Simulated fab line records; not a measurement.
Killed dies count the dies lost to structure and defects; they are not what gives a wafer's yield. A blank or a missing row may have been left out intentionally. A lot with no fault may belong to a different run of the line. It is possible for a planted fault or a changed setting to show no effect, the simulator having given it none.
8D (eight disciplines) problem report, filled in by code ; flow gf180mcu ; the parts of the form that need people (team, actions taken, sign-off) are left out

1. WHAT IS WRONG
Across 2 wafers from 2 lots, M1_ALCU_RS at GF_M1_RS_MEAS_05 averages 0.0568 ohm/sq, while fault-free wafers read 0.0694 ohm/sq with a standard deviation of 0.00081. That is -16 standard deviations from the usual mean.
The step: measures by four-point-probe.
Seen first at day 19 22:07 on film-metro-03, wafer L415.5. The record has a number at this step for 33 wafers belonging to 11 lots. Rule for "out" (also "out of limits"): further than 4 standard deviations from the usual mean. The rest of the wafers with a number are treated as sound.

2. WHAT IT IS AND WHAT IT IS NOT
question;is;is not
which readings at this step;M1_ALCU_RS;-
which lots;L415, L418;L406, L407, L408, L410, L411, L421, L426, L428, L429
which wafers of those lots;L415.5, L418.1;L415.1, L415.6, L418.3, L418.4
read on which gauges;film-metro-02, film-metro-03;film-metro-01
when;from day 19 22:07;"up to then (17 sound wafers); but 14 sound wafers of L418, L421, L426, L428, L429 came after"

3. WHAT RULES OUT EACH SUSPECT
Counting: a tool at a process step up to the reading stays a suspect if it ran every lot that is out. Sound lots after the first of them don't rule it out here, since some wafers of a struck lot are sound.
- ruled out: the gauge at GF_M1_RS_MEAS_05. 2 gauges (film-metro-02, film-metro-03) read the wafers that are out.
- pvd-sputter-03 at GF_M1_SPUTTER_02 (material AlCu, target thk 450 nm, time 23.9 s): kept. It processed each lot that is out (first: L415, day 19 22:02); up to then, its last sound lot is L411 (day 18 02:50). Out on those wafers are its own readings of cathode-dc-power-W.
Left after counting: pvd-sputter-03 at GF_M1_SPUTTER_02.

4. THE CAUSE (what the simulator had put in)
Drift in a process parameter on pvd-sputter-03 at GF_M1_SPUTTER_02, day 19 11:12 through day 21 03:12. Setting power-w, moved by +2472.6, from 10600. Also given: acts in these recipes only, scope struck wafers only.
Only this tool survived the counting.

5. SEQUENCE OF EFFECTS, ordered by route
Rows list readings where the struck wafers' mean (over those with a number) sits beyond 3 standard deviations from the usual. Readings are gone through only where the record gives a usual standard deviation; hours: the median, over the lots, of the time from a lot's start at the first step in this table giving one to that lot's start at this step; sigmas: the change measured in usual standard deviations.
hours;step;reading;usual;on struck wafers;change;sigmas
0;GF_M1_SPUTTER_02;cathode-dc-power-W;10600 W;13069;+2469;+99 or more
0;GF_M1_RS_MEAS_05;M1_ALCU_RS;0.0694 ohm/sq;0.0568;-0.0127;-16
0;GF_M1_THK_MEAS_06;M1_ALCU_THK;450 nm;553;+103;+20
24;GF_M1_METAL_ETCH_16;oes-product-au;0.987 a.u.;0.957;-0.030;-5.1
24;GF_M1_METAL_ETCH_16;throttle-valve-pct;28.233 %;28.264;+0.031;+3.4
It contains these process steps:
- GF_M1_SPUTTER_02: material AlCu, target thk 450 nm, time 23.9 s.
- GF_M1_METAL_ETCH_16: etches the open film in Cl2/BCl3, stops on SiO2, target depth 750.8 nm, time 125.1 s.
Later steps that measure or inspect, where all struck wafers having a row at the step show a number for every such reading and not one has moved that far: GF_M1_CD_MEAS_14.

6. WHAT WOULD HAVE CAUGHT IT SOONER
In this record the first reading out of limits at a measuring or inspecting step was taken at day 19 22:07, 11 hours after the fault began at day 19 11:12.
The tool's own readings at GF_M1_SPUTTER_02 were out on every struck wafer that the step has a row for (cathode-dc-power-W): an alarm limit on them would have fired on the first of those.
Lots out: 2; of these, L418 started GF_M1_SPUTTER_02 on pvd-sputter-03 after day 19 22:07. A tool hold placed at that time would have kept it from harm.
